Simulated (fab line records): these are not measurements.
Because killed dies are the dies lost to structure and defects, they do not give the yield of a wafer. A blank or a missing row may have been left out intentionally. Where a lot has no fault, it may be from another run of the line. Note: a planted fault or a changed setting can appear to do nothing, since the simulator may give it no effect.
What tool caused it? + flow sfq-line + Sampling: 7 lots, 21 wafers, 2 of 325 route steps

## WHAT THE GAUGES SHOWED, per wafer
SFQ_M0_RS_MEAS_904: a four-point-probe measurement.
| lot  | measured     | on            | M0_NB_RS (ohm/sq) |
|------|--------------|---------------|-------------------|
| L481 | day 7 17:37  | film-metro-03 | 0.894 0.887 0.877 |
| L483 | day 8 09:58  | film-metro-03 | 0.876 0.876 0.875 |
| L486 | day 9 13:35  | film-metro-03 | 0.893 0.891 0.892 |
| L490 | day 10 05:37 | film-metro-01 | 0.885 0.890 0.885 |
| L492 | day 10 16:25 | film-metro-01 | 0.883 0.890 0.881 |
| L494 | day 11 05:11 | film-metro-03 | 0.565 0.566 0.902 |
| L503 | day 13 12:56 | film-metro-01 | 0.915 0.895 0.894 |

## TOOL THAT RAN EACH LOT (tool first, then ch and the chambers of the sampled wafers, then the start)
| lot  | SFQ_TRILAYER_M0_DEP_SPUTTER_019 |
|------|---------------------------------|
| L481 | pvd-sputter-03, day 7 17:31     |
| L483 | pvd-sputter-04, day 8 09:50     |
| L486 | pvd-sputter-05, day 9 13:27     |
| L490 | pvd-sputter-03, day 10 05:31    |
| L492 | pvd-sputter-04, day 10 16:17    |
| L494 | pvd-sputter-04, day 11 05:02    |
| L503 | pvd-sputter-03, day 13 12:50    |
- SFQ_TRILAYER_M0_DEP_SPUTTER_019: material Nb, target thk 200 nm, time 133.3 s.

## THE ANSWER, worked out from the rows above alone
Rule: the lots themselves supply what counts as usual. The widest of any qualifying gaps counts: lots, ordered by their means at a reading, are off when they make up no more than a third of the lots, leave a main group of 4 or more, and stand apart from it by 3 or more times the standard deviation of that group's means. The tables above print the reading to a certain number of digits; a main group whose means all agree to those digits is not used. A lot without any number at a reading at which 4 lots or more have one is off too. All remaining lots with rows at the step are treated as sound.
Off: L494, seen at SFQ_M0_RS_MEAS_904 (M0_NB_RS). Mean 0.888 ohm/sq and standard deviation 0.0078 in the main group.
If a tool, at a process step before that reading, ran all the lots that are off and no sound lot after the first of them, it fits. The gauges at SFQ_M0_RS_MEAS_904 are tried like those tools. Can't be told from this: 2 tools fit, pvd-sputter-04 at SFQ_TRILAYER_M0_DEP_SPUTTER_019, film-metro-03 at SFQ_M0_RS_MEAS_904.

## WHAT WAS PUT IN BY THE SIMULATOR
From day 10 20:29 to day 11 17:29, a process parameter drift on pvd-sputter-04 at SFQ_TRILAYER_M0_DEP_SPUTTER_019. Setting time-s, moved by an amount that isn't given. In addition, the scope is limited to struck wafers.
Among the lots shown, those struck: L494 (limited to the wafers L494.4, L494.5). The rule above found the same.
